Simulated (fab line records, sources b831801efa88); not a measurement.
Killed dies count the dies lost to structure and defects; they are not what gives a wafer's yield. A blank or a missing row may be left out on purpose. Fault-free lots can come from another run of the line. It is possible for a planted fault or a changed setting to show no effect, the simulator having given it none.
Which tool was responsible?    flow gf180mcu    Sampling: 13 lots, 39 wafers, 6 of 602 route steps

WHAT EACH GAUGE READ, for each wafer
GF_HV_LDD_TW_MEAS_38. Usual: HV_LDD_3_TW typically reads 1426, with standard deviation 8.9.
lot   measured      on             HV_LDD_3_TW     flag
L377  day 12 01:20  film_metro-02  1420 1422 1427  
L379  day 12 14:11  film_metro-04  1440 1438 1431  
L380  day 12 21:23  film_metro-01  1417 1407 1414  
L381  day 13 08:58  film_metro-02  1439 1432 1429  
L384  day 14 04:18  film_metro-04  1432 1428 1428  
L385  day 14 08:47  film_metro-02  1425 1428 1429  
L386  day 14 15:58  film_metro-02  1428 1422 1426  
L390  day 16 04:42  film_metro-01  1683 1686 1684  OFF
L391  day 16 10:47  film_metro-04  1433 1432 1426  
L392  day 16 20:56  film_metro-02  1698 1694 1697  OFF
L394  day 17 08:07  film_metro-04  1707 1711 1700  OFF
L397  day 18 13:28  film_metro-01  1423 1413 1417  
L399  day 18 20:28  film_metro-01  1415 1417 1416  

GF_HV_LDD_RS_MEAS_53: uses a four-point probe to measure. Usual: HV_LDD_RS typically reads 418.6 ohm/sq, with standard deviation 1.
lot   measured      on             HV_LDD_RS (ohm/sq)  flag
L377  day 12 21:20  film_metro-02  419.4 417.9 418.7   
L379  day 13 10:35  film_metro-02  417.1 418.7 418.8   
L380  day 13 17:41  film_metro-02  419.2 419.4 419.0   
L381  day 14 05:52  film_metro-02  418.3 417.9 418.3   
L384  day 15 01:19  film_metro-02  419.0 419.9 420.3   
L385  day 15 06:08  film_metro-02  417.4 416.7 416.6   
L386  day 15 13:46  film_metro-01  418.8 417.8 419.4   
L390  day 17 04:05  film_metro-02  368.4 368.4 368.1   OFF
L391  day 17 10:33  film_metro-04  416.8 417.3 416.7   
L392  day 17 20:31  film_metro-02  369.3 370.0 369.5   OFF
L394  day 18 08:01  film_metro-02  369.9 370.3 370.6   OFF
L397  day 19 14:00  film_metro-01  419.9 421.4 420.7   
L399  day 19 21:27  film_metro-02  419.0 418.2 419.6   

GF_M3_THK_MEAS_06: measures by xrf. Usual: M3_ALCU_THK typically reads 453 nm, with standard deviation 5.3.
lot   measured      on             M3_ALCU_THK (nm)  flag
L377  day 20 21:51  film_metro-03  454 454 458       
L379  day 21 12:58  film_metro-02  456 457 457       
L380  day 21 22:00  film_metro-03  454 457 456       
L381  day 22 11:29  film_metro-03  450 453 451       
L384  day 23 10:08  film_metro-01  453 456 455       
L385  day 23 14:05  film_metro-02  463 457 460       
L386  day 23 20:59  film_metro-03  460 458 464       
L390  day 25 11:08  film_metro-01  451 453 449       
L391  day 25 17:02  film_metro-03  457 457 456       
L392  day 26 05:52  film_metro-01  449 451 454       
L394  day 26 12:19  film_metro-01  443 448 450       
L397  day 27 12:43  film_metro-03  455 459 452       
L399  day 27 19:00  film_metro-02  453 453 453       

GF_M4_THK_MEAS_06: measures by xrf. Usual: M4_ALCU_THK typically reads 449 nm, with standard deviation 4.2.
lot   measured      on             M4_ALCU_THK (nm)  flag
L377  day 23 01:30  film_metro-01  451 446 449       
L379  day 23 16:04  film_metro-03  452 454 455       
L380  day 23 22:25  film_metro-03  444 452 453       
L381  day 24 12:59  film_metro-01  450 450 447       
L384  day 25 09:38  film_metro-01  451 449 451       
L385  day 25 12:55  film_metro-01  450 450 449       
L386  day 25 18:58  film_metro-01  444 450 450       
L390  day 27 07:19  film_metro-03  453 454 454       
L391  day 27 13:05  film_metro-01  453 453 452       
L392  day 28 01:10  film_metro-04  444 448 448       
L394  day 28 07:48  film_metro-01  438 444 442       
L397  day 29 08:03  film_metro-04  443 443 445       
L399  day 29 13:38  film_metro-03  452 454 451       

EACH LOT AND THE TOOL THAT RAN IT (in order: tool; ch and the chambers of the sampled wafers; start)
lot   GF_HV_LDD_IMPLANT_36             GF_V3_CVD_23
L377  implanter-01 ch 0, day 12 01:05  cvd_w-01 ch 0,1, day 23 00:34
L379  implanter-04 ch 0, day 12 13:58  cvd_w-01 ch 0,1, day 23 15:08
L380  implanter-02 ch 0, day 12 21:08  cvd_w-02 ch 0,1, day 23 21:29
L381  implanter-02 ch 0, day 13 08:44  cvd_w-01 ch 0,1, day 24 12:04
L384  implanter-04 ch 0, day 14 04:04  cvd_w-01 ch 0, day 25 08:37
L385  implanter-02 ch 0, day 14 08:32  cvd_w-01 ch 0, day 25 11:53
L386  implanter-01 ch 0, day 14 15:43  cvd_w-01 ch 0,1, day 25 18:02
L390  implanter-02 ch 0, day 16 04:28  cvd_w-01 ch 0,1, day 27 06:22
L391  implanter-01 ch 0, day 16 10:32  cvd_w-02 ch 0,1, day 27 12:10
L392  implanter-02 ch 0, day 16 20:41  cvd_w-02 ch 0,1, day 28 00:14
L394  implanter-02 ch 0, day 17 07:53  cvd_w-01 ch 0,1, day 28 06:53
L397  implanter-01 ch 0, day 18 13:16  cvd_w-01 ch 0,1, day 29 07:06
L399  implanter-04 ch 0, day 18 20:14  cvd_w-02 ch 0,1, day 29 12:41
- GF_HV_LDD_IMPLANT_36
- GF_V3_CVD_23: deposits W, target thk 350 nm, time 104.9 s.

AS READ BY THE TOOLS THEMSELVES (means over the sampled wafers that have a number; for cases with no such wafer, the mark the record gives instead)
GF_HV_LDD_IMPLANT_36. Usual: dose_ions_cm2 7.499e+12, standard deviation 8e+09; faraday_current_uA 42.3, standard deviation 0.9.
lot   tool          dose_ions_cm2  faraday_current_uA  flag
L377  implanter-01  7.500e+12      42.7                
L379  implanter-04  7.497e+12      42.4                
L380  implanter-02  7.498e+12      41.6                
L381  implanter-02  7.492e+12      42.7                
L384  implanter-04  7.508e+12      42.6                
L385  implanter-02  7.494e+12      41.4                
L386  implanter-01  7.499e+12      41.5                
L390  implanter-02  2.902e+13      166.7               OFF
L391  implanter-01  7.498e+12      42.4                
L392  implanter-02  2.904e+13      162.8               OFF
L394  implanter-02  2.903e+13      164.3               OFF
L397  implanter-01  7.496e+12      42.1                
L399  implanter-04  7.495e+12      42.2                

GF_V3_CVD_23. Usual: heater_power_w reads 899 W (standard deviation 71).
lot   tool      heater_power_w (W)  flag
L377  cvd_w-01  904                 
L379  cvd_w-01  924                 
L380  cvd_w-02  873                 
L381  cvd_w-01  863                 
L384  cvd_w-01  955                 
L385  cvd_w-01  965                 
L386  cvd_w-01  913                 
L390  cvd_w-01  924                 
L391  cvd_w-02  918                 
L392  cvd_w-02  872                 
L394  cvd_w-01  927                 
L397  cvd_w-01  918                 
L399  cvd_w-02  923                 

THE ANSWER, worked out from the rows above alone
Rule: a lot is off if the mean of its wafers that have a number lies more than 3 standard deviations from the usual mean. Also off: a lot with no number at a reading for which 4 or more lots have one. The other lots that the step has rows for count as sound. Order of review: gauges by route order, followed by the tools' own readings, for which a lot's mean as printed above is used. The first step at which some lot is off is used, and at that step the reading that is off furthest; a lot without a number counts as furthest.
Off: L390, L392, L394, seen at GF_HV_LDD_TW_MEAS_38 (HV_LDD_3_TW).
If a tool, at a process step before that reading, ran all the lots that are off and no sound lot after the first of them, it fits. Not tried: the gauges at GF_HV_LDD_TW_MEAS_38; whatever is off there is also off at GF_HV_LDD_IMPLANT_36, on other tools, and gauge error can't account for it. One candidate fits, namely implanter-02 at GF_HV_LDD_IMPLANT_36. Its last sound lot is L385 (day 14 08:32), its first lot that is off L390 (day 16 04:28): a fault that began between those two fits.
The tool's own readings at GF_HV_LDD_IMPLANT_36 bear it out: on the lots that are off they differ by more than 5 times the standard deviation of the sound lots' means. dose_ions_cm2 reads 2.903e+13 there against 7.498e+12 on the sound lots; faraday_current_uA reads 164.6 there against 42.2 on the sound lots.

WHAT HAD BEEN PUT IN BY THE SIMULATOR
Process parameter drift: implanter-02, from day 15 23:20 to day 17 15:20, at GF_HV_LDD_IMPLANT_36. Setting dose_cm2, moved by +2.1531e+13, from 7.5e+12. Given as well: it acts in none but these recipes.
Shown lots that were struck: L390, L392, L394. Same finding as the rule above.
